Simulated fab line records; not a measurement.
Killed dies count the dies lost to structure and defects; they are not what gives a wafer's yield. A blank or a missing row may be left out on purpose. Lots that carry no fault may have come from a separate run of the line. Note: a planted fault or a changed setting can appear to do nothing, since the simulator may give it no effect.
fab line records || flow sfqLine
record {"lots": 5, "wafers": 15, "lastDay": 91}
route steps=325 shown I6@270 M7@281
lots that met no fault: taken from a fault-free run of the same line
startH: hours from the record's opening day to when the first of the lot's shown wafers began || waitH: how many hours have passed since the lot's step before this one || " unchanged from the row above || L1.1+2: a row that stands for several wafers || - no value, or no start given || * or withheld: withheld || < > ~ a bound
route shown NAME@n: a module of which the file shows steps, and the number in the route of the first || usual: mean/standard deviation taken from wafers without a fault || same: alike in all rows || chamber/n: place in a boat || sites: the reading at each site || _std_site: the standard deviation of these || _edge_site: the outer-site mean with the inner-site mean subtracted || radiusMm: for every site, how far away it sits from the centre of the wafer || mask NAME#n: copy n || behind: the last tool/chamber to shape the wafer || hold: what put the lot on hold/how long, in hours/how the hold closed || device: whichever transistor did not switch (one of n, p or np) || end of line: at the end of the route, the tests of the same wafers || where a step has no rows: the recipe by itself || killed: the dies lost at the first sort to structure and to defects; this is not the yield of the wafer || map: shows each die of a wafer: x if killed, . if not, _ if none is there
set.NAME: the setting the step ran with; set.NAME@STEP: the setting that earlier step ran with || model.NAME: the simulator's own value behind a step, which no gauge read
lots at some steps of the route; a table a step, a row a wafer
services: from which hour (startH, from the record's first day; less than 0 if before it) a tool's chamber was out of use, for how many hours, and why
## steps
# step SFQ_TRILAYER_I6_VIA_LITHO_COAT_174
# recipe {"resist": "BARC", "spinRpm": 3000, "resistThkNm": 61.66}
# step SFQ_TRILAYER_I6_VIA_LITHO_COAT_169
# recipe {"resist": "KrF", "spinRpm": 3000, "resistThkNm": 650}
# step SFQ_TRILAYER_I6_VIA_LITHO_SOFTBAKE_173
# recipe {"tempC": "withheld", "timeS": "withheld", "resist": "KrF"}
# step SFQ_TRILAYER_I6_VIA_LITHO_EXPOSE_170
# recipe {"maskId": "I6", "na": 0.6, "sourceShape": "conventional", "sigmaOuter": 0.65, "targetCdNm": 700, "doseMj": 21.3}
# step SFQ_TRILAYER_I6_VIA_LITHO_PEB_172
# recipe {"pebTempC": 115, "pebTimeS": 60, "resist": "KrF"}
# step SFQ_TRILAYER_I6_VIA_LITHO_DEVELOP_171
# recipe {"timeS": 60, "resist": "KrF"}
# step SFQ_I6_OVL_MEAS_942
# usual {"I6_OVL": "-3/6"}
{"lot.wafer": "L355.1", "tool": "overlay-01", "chamber": "-", "startH": 1806.90, "waitH": 0.1, "I6_OVL[nm]": -3}
{"lot.wafer": "L355.3", "tool": "overlay-01", "chamber": "-", "startH": 1806.90, "waitH": 0.1, "I6_OVL[nm]": -1}
{"lot.wafer": "L355.6", "tool": "overlay-01", "chamber": "-", "startH": 1806.90, "waitH": 0.1, "I6_OVL[nm]": -7}
{"lot.wafer": "L364.2", "tool": "overlay-02", "chamber": "-", "startH": 1865.50, "waitH": 0.1, "I6_OVL[nm]": -7}
{"lot.wafer": "L364.4", "tool": "overlay-02", "chamber": "-", "startH": 1865.50, "waitH": 0.1, "I6_OVL[nm]": -1}
{"lot.wafer": "L364.6", "tool": "overlay-02", "chamber": "-", "startH": 1865.50, "waitH": 0.1, "I6_OVL[nm]": 1}
{"lot.wafer": "L370.1", "tool": "overlay-01", "chamber": "-", "startH": 1990.65, "waitH": 0.1, "I6_OVL[nm]": -3}
{"lot.wafer": "L370.2", "tool": "overlay-01", "chamber": "-", "startH": 1990.65, "waitH": 0.1, "I6_OVL[nm]": 0}
{"lot.wafer": "L370.6", "tool": "overlay-01", "chamber": "-", "startH": 1990.65, "waitH": 0.1, "I6_OVL[nm]": -3}
{"lot.wafer": "L372.1", "tool": "overlay-01", "chamber": "-", "startH": 1994.25, "waitH": 0.1, "I6_OVL[nm]": -2}
{"lot.wafer": "L372.5", "tool": "overlay-01", "chamber": "-", "startH": 1994.25, "waitH": 0.1, "I6_OVL[nm]": -4}
{"lot.wafer": "L372.6", "tool": "overlay-01", "chamber": "-", "startH": 1994.25, "waitH": 0.1, "I6_OVL[nm]": -2}
{"lot.wafer": "L376.3", "tool": "overlay-02", "chamber": "-", "startH": 2010.47, "waitH": 0.1, "I6_OVL[nm]": -10}
{"lot.wafer": "L376.4", "tool": "overlay-02", "chamber": "-", "startH": 2010.47, "waitH": 0.1, "I6_OVL[nm]": -13}
{"lot.wafer": "L376.6", "tool": "overlay-02", "chamber": "-", "startH": 2010.47, "waitH": 0.1, "I6_OVL[nm]": -9}
# step SFQ_TRILAYER_I6_VIA_BARC_OPEN_VIA_ETCH_235
# recipe {"maskMaterial": "PR", "chemistry": "O2", "targetDepthNm": 125, "target": "BARC", "sourceW": 500, "biasW": 80, "pressureMtorr": 30, "timeS": 41.7}
# usual {"drypumpMotorCurrentA": "5.8/0.42", "oesProductAu": "0.683/0.0042"}
{"lot.wafer": "L355.1", "tool": "rieDiel-02", "chamber": 1, "startH": 1806.94, "waitH": 0.0, "drypumpMotorCurrentA": 5.7, "oesProductAu": 0.683, "rfHoursCounterH": 13}
{"lot.wafer": "L355.3", "tool": "rieDiel-02", "chamber": 0, "startH": 1806.94, "waitH": 0.0, "drypumpMotorCurrentA": 5.0, "oesProductAu": 0.691, "rfHoursCounterH": 9}
{"lot.wafer": "L355.6", "tool": "rieDiel-02", "chamber": 1, "startH": 1806.94, "waitH": 0.0, "drypumpMotorCurrentA": 5.7, "oesProductAu": 0.682, "rfHoursCounterH": "-"}
{"lot.wafer": "L364.2", "tool": "rieDiel-04", "chamber": 2, "startH": 1865.53, "waitH": 0.0, "drypumpMotorCurrentA": 6.0, "oesProductAu": 0.677, "rfHoursCounterH": 1}
{"lot.wafer": "L364.4", "tool": "rieDiel-04", "chamber": 2, "startH": 1865.53, "waitH": 0.0, "drypumpMotorCurrentA": 6.0, "oesProductAu": 0.679, "rfHoursCounterH": "-"}
{"lot.wafer": "L364.6", "tool": "rieDiel-04", "chamber": 0, "startH": 1865.53, "waitH": 0.0, "drypumpMotorCurrentA": 6.0, "oesProductAu": 0.685, "rfHoursCounterH": "-"}
{"lot.wafer": "L370.1", "tool": "rieDiel-02", "chamber": 3, "startH": 1990.69, "waitH": 0.0, "drypumpMotorCurrentA": 6.0, "oesProductAu": 0.687, "rfHoursCounterH": 4}
{"lot.wafer": "L370.2", "tool": "rieDiel-02", "chamber": 1, "startH": 1990.69, "waitH": 0.0, "drypumpMotorCurrentA": 5.7, "oesProductAu": 0.681, "rfHoursCounterH": 16}
{"lot.wafer": "L370.6", "tool": "rieDiel-02", "chamber": 0, "startH": 1990.69, "waitH": 0.0, "drypumpMotorCurrentA": 5.1, "oesProductAu": 0.686, "rfHoursCounterH": "-"}
{"lot.wafer": "L372.1", "tool": "rieDiel-03", "chamber": 3, "startH": 1994.29, "waitH": 0.0, "drypumpMotorCurrentA": 5.8, "oesProductAu": 0.692, "rfHoursCounterH": 7}
{"lot.wafer": "L372.5", "tool": "rieDiel-03", "chamber": 0, "startH": 1994.29, "waitH": 0.0, "drypumpMotorCurrentA": 6.4, "oesProductAu": 0.685, "rfHoursCounterH": "-"}
{"lot.wafer": "L372.6", "tool": "rieDiel-03", "chamber": 1, "startH": 1994.29, "waitH": 0.0, "drypumpMotorCurrentA": 6.0, "oesProductAu": 0.682, "rfHoursCounterH": "-"}
{"lot.wafer": "L376.3", "tool": "rieDiel-02", "chamber": 3, "startH": 2010.49, "waitH": 0.0, "drypumpMotorCurrentA": 6.0, "oesProductAu": 0.690, "rfHoursCounterH": 4}
{"lot.wafer": "L376.4", "tool": "rieDiel-02", "chamber": 1, "startH": 2010.49, "waitH": 0.0, "drypumpMotorCurrentA": 5.7, "oesProductAu": 0.681, "rfHoursCounterH": 16}
{"lot.wafer": "L376.6", "tool": "rieDiel-02", "chamber": 2, "startH": 2010.49, "waitH": 0.0, "drypumpMotorCurrentA": 6.5, "oesProductAu": 0.684, "rfHoursCounterH": "-"}
# step SFQ_TRILAYER_I6_VIA_ETCH_VIA_ETCH_172
# recipe {"target": "SiO2", "stopOn": "Nb", "maskMaterial": "PR", "taperDeg": 20, "chemistry": "CHF3", "targetDepthNm": 260, "sourceW": 500, "biasW": 80, "pressureMtorr": 30, "timeS": "withheld"}
# usual {"drypumpMotorCurrentA": "5.8/0.42", "oesProductAu": "0.854/0.0055"}
{"lot.wafer": "L355.1", "tool": "rieDiel-02", "chamber": 1, "startH": 1806.98, "waitH": 0.0, "drypumpMotorCurrentA": 5.7, "oesProductAu": 0.862}
{"lot.wafer": "L355.3", "tool": "rieDiel-02", "chamber": 0, "startH": 1806.98, "waitH": 0.0, "drypumpMotorCurrentA": 5.0, "oesProductAu": 0.860}
{"lot.wafer": "L355.6", "tool": "rieDiel-02", "chamber": 1, "startH": 1806.98, "waitH": 0.0, "drypumpMotorCurrentA": 5.7, "oesProductAu": 0.855}
{"lot.wafer": "L364.2", "tool": "rieDiel-04", "chamber": 2, "startH": 1865.57, "waitH": 0.0, "drypumpMotorCurrentA": 6.0, "oesProductAu": 0.853}
{"lot.wafer": "L364.4", "tool": "rieDiel-04", "chamber": 2, "startH": 1865.57, "waitH": 0.0, "drypumpMotorCurrentA": 6.0, "oesProductAu": 0.867}
{"lot.wafer": "L364.6", "tool": "rieDiel-04", "chamber": 0, "startH": 1865.57, "waitH": 0.0, "drypumpMotorCurrentA": 6.0, "oesProductAu": 0.854}
{"lot.wafer": "L370.1", "tool": "rieDiel-02", "chamber": 3, "startH": 1990.73, "waitH": 0.0, "drypumpMotorCurrentA": 6.1, "oesProductAu": 0.856}
{"lot.wafer": "L370.2", "tool": "rieDiel-02", "chamber": 1, "startH": 1990.73, "waitH": 0.0, "drypumpMotorCurrentA": 5.7, "oesProductAu": 0.857}
{"lot.wafer": "L370.6", "tool": "rieDiel-02", "chamber": 0, "startH": 1990.73, "waitH": 0.0, "drypumpMotorCurrentA": 5.0, "oesProductAu": 0.846}
{"lot.wafer": "L372.1", "tool": "rieDiel-03", "chamber": 3, "startH": 1994.33, "waitH": 0.0, "drypumpMotorCurrentA": 5.8, "oesProductAu": 0.863}
{"lot.wafer": "L372.5", "tool": "rieDiel-03", "chamber": 0, "startH": 1994.33, "waitH": 0.0, "drypumpMotorCurrentA": 6.5, "oesProductAu": 0.849}
{"lot.wafer": "L372.6", "tool": "rieDiel-03", "chamber": 1, "startH": 1994.33, "waitH": 0.0, "drypumpMotorCurrentA": 6.0, "oesProductAu": 0.856}
{"lot.wafer": "L376.3", "tool": "rieDiel-02", "chamber": 3, "startH": 2010.53, "waitH": 0.0, "drypumpMotorCurrentA": 6.1, "oesProductAu": 0.852}
{"lot.wafer": "L376.4", "tool": "rieDiel-02", "chamber": 1, "startH": 2010.53, "waitH": 0.0, "drypumpMotorCurrentA": 5.7, "oesProductAu": 0.865}
{"lot.wafer": "L376.6", "tool": "rieDiel-02", "chamber": 2, "startH": 2010.53, "waitH": 0.0, "drypumpMotorCurrentA": 6.5, "oesProductAu": 0.853}
# step SFQ_TRILAYER_I6_VIA_STRIP_STRIP_173
# recipe {"gas": "O2", "powerW": 200, "platenTempC": 40, "overashFraction": 0.65, "chemistry": "O2", "pressureMtorr": 50}
# usual {"drypumpMotorCurrentA": "5.5/0.42", "oesProductAu": "1.001/0.0075"}
{"lot.wafer": "L355.1", "tool": "rieMetal-04", "chamber": 0, "startH": 1807.09, "waitH": "-", "drypumpMotorCurrentA": 5.4, "oesProductAu": 1.000, "rfHoursCounterH": 69}
{"lot.wafer": "L355.3", "tool": "rieMetal-04", "chamber": 1, "startH": 1807.09, "waitH": "-", "drypumpMotorCurrentA": 4.9, "oesProductAu": 1.004, "rfHoursCounterH": "-"}
{"lot.wafer": "L355.6", "tool": "rieMetal-04", "chamber": 0, "startH": 1807.09, "waitH": "-", "drypumpMotorCurrentA": 5.4, "oesProductAu": 0.990, "rfHoursCounterH": "-"}
{"lot.wafer": "L364.2", "tool": "rieMetal-02", "chamber": 1, "startH": 1865.68, "waitH": "-", "drypumpMotorCurrentA": 4.8, "oesProductAu": 0.999, "rfHoursCounterH": 22}
{"lot.wafer": "L364.4", "tool": "rieMetal-02", "chamber": 0, "startH": 1865.68, "waitH": "-", "drypumpMotorCurrentA": 5.7, "oesProductAu": 1.006, "rfHoursCounterH": "-"}
{"lot.wafer": "L364.6", "tool": "rieMetal-02", "chamber": 0, "startH": 1865.68, "waitH": "-", "drypumpMotorCurrentA": 5.7, "oesProductAu": 0.990, "rfHoursCounterH": "-"}
{"lot.wafer": "L370.1", "tool": "rieMetal-01", "chamber": 1, "startH": 1990.84, "waitH": "-", "drypumpMotorCurrentA": 5.8, "oesProductAu": 1.007, "rfHoursCounterH": 98}
{"lot.wafer": "L370.2", "tool": "rieMetal-01", "chamber": 1, "startH": 1990.84, "waitH": "-", "drypumpMotorCurrentA": 5.8, "oesProductAu": 0.996, "rfHoursCounterH": "-"}
{"lot.wafer": "L370.6", "tool": "rieMetal-01", "chamber": 1, "startH": 1990.84, "waitH": "-", "drypumpMotorCurrentA": 5.8, "oesProductAu": 1.005, "rfHoursCounterH": "-"}
{"lot.wafer": "L372.1", "tool": "rieMetal-01", "chamber": 1, "startH": 1994.44, "waitH": "-", "drypumpMotorCurrentA": 5.8, "oesProductAu": 1.007, "rfHoursCounterH": 99}
{"lot.wafer": "L372.5", "tool": "rieMetal-01", "chamber": 1, "startH": 1994.44, "waitH": "-", "drypumpMotorCurrentA": 5.8, "oesProductAu": 1.014, "rfHoursCounterH": "-"}
{"lot.wafer": "L372.6", "tool": "rieMetal-01", "chamber": 1, "startH": 1994.44, "waitH": "-", "drypumpMotorCurrentA": 5.8, "oesProductAu": 1.009, "rfHoursCounterH": "-"}
{"lot.wafer": "L376.3", "tool": "rieMetal-02", "chamber": 1, "startH": 2010.85, "waitH": "-", "drypumpMotorCurrentA": 4.8, "oesProductAu": 0.989, "rfHoursCounterH": "-"}
{"lot.wafer": "L376.4", "tool": "rieMetal-02", "chamber": 0, "startH": 2010.85, "waitH": "-", "drypumpMotorCurrentA": 5.7, "oesProductAu": 1.001, "rfHoursCounterH": "-"}
{"lot.wafer": "L376.6", "tool": "rieMetal-02", "chamber": 0, "startH": 2010.85, "waitH": "-", "drypumpMotorCurrentA": 5.7, "oesProductAu": 0.998, "rfHoursCounterH": "-"}
# step SFQ_TRILAYER_I6_VIA_STRIP_SOLV_CLEAN_174
# recipe {"chemistry": "NMP", "tempC": 70, "timeS": 600}
# step SFQ_TRILAYER_M7_DEP_PRE_CLEAN_176
# recipe {"gas": "Ar", "timeS": 22.5, "biasV": 250}
# step SFQ_TRILAYER_M7_DEP_SPUTTER_175
# recipe {"material": "Nb", "basePressurePa": 1.33e-06, "chamberPressurePa": 0.1333, "substrateTempC": 20, "targetThkNm": 200, "powerW": 2000, "timeS": 133.3}
# usual {"basePressurePa": "1.33e-06/9.3e-08", "chamberPressurePa": "0.13332/0.00028", "throttleValvePct": "30.3/1.1"}
{"lot.wafer": "L355.1", "tool": "pvdSputter-05", "chamber": "-", "startH": 1807.89, "waitH": 0.0, "basePressurePa": 1.27e-06, "chamberPressurePa": 0.13364, "throttleValvePct": 29.4}
{"lot.wafer": "L355.3", "tool": "pvdSputter-05", "chamber": "-", "startH": 1807.89, "waitH": 0.0, "basePressurePa": 1.48e-06, "chamberPressurePa": 0.13359, "throttleValvePct": 30.9}
{"lot.wafer": "L355.6", "tool": "pvdSputter-05", "chamber": "-", "startH": 1807.89, "waitH": 0.0, "basePressurePa": 1.33e-06, "chamberPressurePa": 0.13375, "throttleValvePct": 29.5}
{"lot.wafer": "L364.2", "tool": "pvdSputter-05", "chamber": "-", "startH": 1866.49, "waitH": 0.0, "basePressurePa": 1.39e-06, "chamberPressurePa": 0.13287, "throttleValvePct": 31.4}
{"lot.wafer": "L364.4", "tool": "pvdSputter-05", "chamber": "-", "startH": 1866.49, "waitH": 0.0, "basePressurePa": 1.33e-06, "chamberPressurePa": 0.10326, "throttleValvePct": 36.5}
{"lot.wafer": "L364.6", "tool": "pvdSputter-05", "chamber": "-", "startH": 1866.49, "waitH": 0.0, "basePressurePa": 1.38e-06, "chamberPressurePa": 0.13294, "throttleValvePct": 30.3}
{"lot.wafer": "L370.1", "tool": "pvdSputter-04", "chamber": "-", "startH": 1992.24, "waitH": 0.0, "basePressurePa": 1.35e-06, "chamberPressurePa": 0.13369, "throttleValvePct": 31.5}
{"lot.wafer": "L370.2", "tool": "pvdSputter-04", "chamber": "-", "startH": 1992.24, "waitH": 0.0, "basePressurePa": 1.4e-06, "chamberPressurePa": 0.13351, "throttleValvePct": 30.1}
{"lot.wafer": "L370.6", "tool": "pvdSputter-04", "chamber": "-", "startH": 1992.24, "waitH": 0.0, "basePressurePa": 1.32e-06, "chamberPressurePa": 0.13372, "throttleValvePct": 29.7}
{"lot.wafer": "L372.1", "tool": "pvdSputter-05", "chamber": "-", "startH": 1995.84, "waitH": 0.0, "basePressurePa": 1.36e-06, "chamberPressurePa": 0.13327, "throttleValvePct": 29.5}
{"lot.wafer": "L372.5", "tool": "pvdSputter-05", "chamber": "-", "startH": 1995.84, "waitH": 0.0, "basePressurePa": 1.27e-06, "chamberPressurePa": 0.13377, "throttleValvePct": 29.4}
{"lot.wafer": "L372.6", "tool": "pvdSputter-05", "chamber": "-", "startH": 1995.84, "waitH": 0.0, "basePressurePa": 1.31e-06, "chamberPressurePa": 0.13308, "throttleValvePct": 30.3}
{"lot.wafer": "L376.3", "tool": "pvdSputter-06", "chamber": "-", "startH": 2011.45, "waitH": 0.0, "basePressurePa": 1.32e-06, "chamberPressurePa": 0.13324, "throttleValvePct": 28.6}
{"lot.wafer": "L376.4", "tool": "pvdSputter-06", "chamber": "-", "startH": 2011.45, "waitH": 0.0, "basePressurePa": 1.35e-06, "chamberPressurePa": 0.13336, "throttleValvePct": 30.8}
{"lot.wafer": "L376.6", "tool": "pvdSputter-06", "chamber": "-", "startH": 2011.45, "waitH": 0.0, "basePressurePa": 1.43e-06, "chamberPressurePa": 0.13347, "throttleValvePct": 30.6}
# step SFQ_M7_RS_MEAS_943
# recipe {"thkMeasGauge": "four-point-probe", "reads": "Nb_of_TRILAYER_M7_DEP_SPUTTER_175"}
# usual {"M7_NB_RS": "0.891/0.0087"}
{"lot.wafer": "L355.1", "tool": "filmMetro-04", "chamber": "-", "startH": 1807.98, "waitH": 0.0, "M7_NB_RS[ohm/sq]": 0.882}
{"lot.wafer": "L355.3", "tool": "filmMetro-04", "chamber": "-", "startH": 1807.98, "waitH": 0.0, "M7_NB_RS[ohm/sq]": 0.899}
{"lot.wafer": "L355.6", "tool": "filmMetro-04", "chamber": "-", "startH": 1807.98, "waitH": 0.0, "M7_NB_RS[ohm/sq]": 0.878}
{"lot.wafer": "L364.2", "tool": "filmMetro-03", "chamber": "-", "startH": 1866.60, "waitH": 0.1, "M7_NB_RS[ohm/sq]": 0.898}
{"lot.wafer": "L364.4", "tool": "filmMetro-03", "chamber": "-", "startH": 1866.60, "waitH": 0.1, "M7_NB_RS[ohm/sq]": 0.888}
{"lot.wafer": "L364.6", "tool": "filmMetro-03", "chamber": "-", "startH": 1866.60, "waitH": 0.1, "M7_NB_RS[ohm/sq]": 0.896}
{"lot.wafer": "L370.1", "tool": "filmMetro-03", "chamber": "-", "startH": 1992.33, "waitH": 0.0, "M7_NB_RS[ohm/sq]": 0.891}
{"lot.wafer": "L370.2", "tool": "filmMetro-03", "chamber": "-", "startH": 1992.33, "waitH": 0.0, "M7_NB_RS[ohm/sq]": 0.879}
{"lot.wafer": "L370.6", "tool": "filmMetro-03", "chamber": "-", "startH": 1992.33, "waitH": 0.0, "M7_NB_RS[ohm/sq]": 0.885}
{"lot.wafer": "L372.1", "tool": "filmMetro-04", "chamber": "-", "startH": 1996.07, "waitH": 0.2, "M7_NB_RS[ohm/sq]": 0.890}
{"lot.wafer": "L372.5", "tool": "filmMetro-04", "chamber": "-", "startH": 1996.07, "waitH": 0.2, "M7_NB_RS[ohm/sq]": 0.892}
{"lot.wafer": "L372.6", "tool": "filmMetro-04", "chamber": "-", "startH": 1996.07, "waitH": 0.2, "M7_NB_RS[ohm/sq]": 0.894}
{"lot.wafer": "L376.3", "tool": "filmMetro-03", "chamber": "-", "startH": 2011.58, "waitH": 0.1, "M7_NB_RS[ohm/sq]": 0.887}
{"lot.wafer": "L376.4", "tool": "filmMetro-03", "chamber": "-", "startH": 2011.58, "waitH": 0.1, "M7_NB_RS[ohm/sq]": 0.882}
{"lot.wafer": "L376.6", "tool": "filmMetro-03", "chamber": "-", "startH": 2011.58, "waitH": 0.1, "M7_NB_RS[ohm/sq]": 0.885}
## services
{"tool": "rieDiel-04", "chamber": 2, "startH": 1788.27, "hours": "-", "kind": "clean"}
{"tool": "rieDiel-04", "chamber": 2, "startH": 1788.27, "hours": 9.9, "kind": "scheduledDown"}
{"tool": "rieDiel-04", "chamber": 2, "startH": 1788.27, "hours": 9.9, "kind": "ventCycle"}
{"tool": "rieMetal-02", "chamber": 1, "startH": 1800.65, "hours": 2.3, "kind": "repair"}
{"tool": "rieDiel-02", "chamber": 3, "startH": 1806.24, "hours": 5.4, "kind": "repair"}
{"tool": "pvdSputter-06", "chamber": "-", "startH": 1811.35, "hours": 9.3, "kind": "repair"}
{"tool": "rieMetal-04", "chamber": 1, "startH": 1814.63, "hours": 10.6, "kind": "repair"}
{"tool": "pvdSputter-04", "chamber": "-", "startH": 1822.17, "hours": 7.5, "kind": "repair"}
{"tool": "rieDiel-02", "chamber": 2, "startH": 1822.28, "hours": 10.6, "kind": "repair"}
{"tool": "rieMetal-04", "chamber": "-", "startH": 1824.08, "hours": 0.1, "kind": "repair"}
{"tool": "rieDiel-04", "chamber": 0, "startH": 1828.87, "hours": 4.4, "kind": "repair"}
{"tool": "rieDiel-04", "chamber": 3, "startH": 1834.04, "hours": 7.3, "kind": "repair"}
{"tool": "pvdSputter-06", "chamber": "-", "startH": 1853.10, "hours": 4.4, "kind": "repair"}
{"tool": "rieDiel-04", "chamber": 1, "startH": 1860.71, "hours": 6.5, "kind": "repair"}
{"tool": "rieDiel-03", "chamber": 0, "startH": 1861.94, "hours": 2.6, "kind": "repair"}
{"tool": "pvdSputter-04", "chamber": "-", "startH": 1880.60, "hours": 9.2, "kind": "repair"}
{"tool": "pvdSputter-05", "chamber": "-", "startH": 1899.24, "hours": 6.8, "kind": "repair"}
{"tool": "rieDiel-04", "chamber": 3, "startH": 1908.10, "hours": 6.1, "kind": "repair"}
{"tool": "rieDiel-04", "chamber": 2, "startH": 1912.14, "hours": 6.4, "kind": "repair"}
{"tool": "rieMetal-02", "chamber": 1, "startH": 1918.13, "hours": 18.0, "kind": "repair"}
{"tool": "rieDiel-02", "chamber": 2, "startH": 1943.14, "hours": 11.9, "kind": "repair"}
{"tool": "rieDiel-03", "chamber": 3, "startH": 1945.19, "hours": 12.9, "kind": "repair"}
{"tool": "rieDiel-03", "chamber": 1, "startH": 1953.75, "hours": 8.0, "kind": "repair"}
{"tool": "rieDiel-04", "chamber": 2, "startH": 1967.27, "hours": 5.6, "kind": "repair"}
## key
firstSign {"step": "SFQ_TRILAYER_M7_DEP_SPUTTER_175", "reading": "chamberPressurePa", "direction": "down", "sigmas": "99+", "usual": 0.13332, "struck": 0.10326}
effect {"step": "SFQ_TRILAYER_M7_DEP_SPUTTER_175", "reading": "throttleValvePct", "direction": "up", "sigmas": 5.8, "usual": 30.3, "struck": 36.5}
metAt SFQ_TRILAYER_M7_DEP_SPUTTER_175
struckWafers L364.4
fault {"kind": "processParameterDrift", "tool": "pvdSputter-05", "chamber": "-", "onsetH": 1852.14, "steps": "SFQ_TRILAYER_M7_DEP_SPUTTER_175", "channel": "chamberPressurePa", "offset": -0.030059, "shape": "step", "endH": 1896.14, "actsIn": "theseRecipesOnly", "stated": 0.1333, "scope": "struckWafersOnly"}
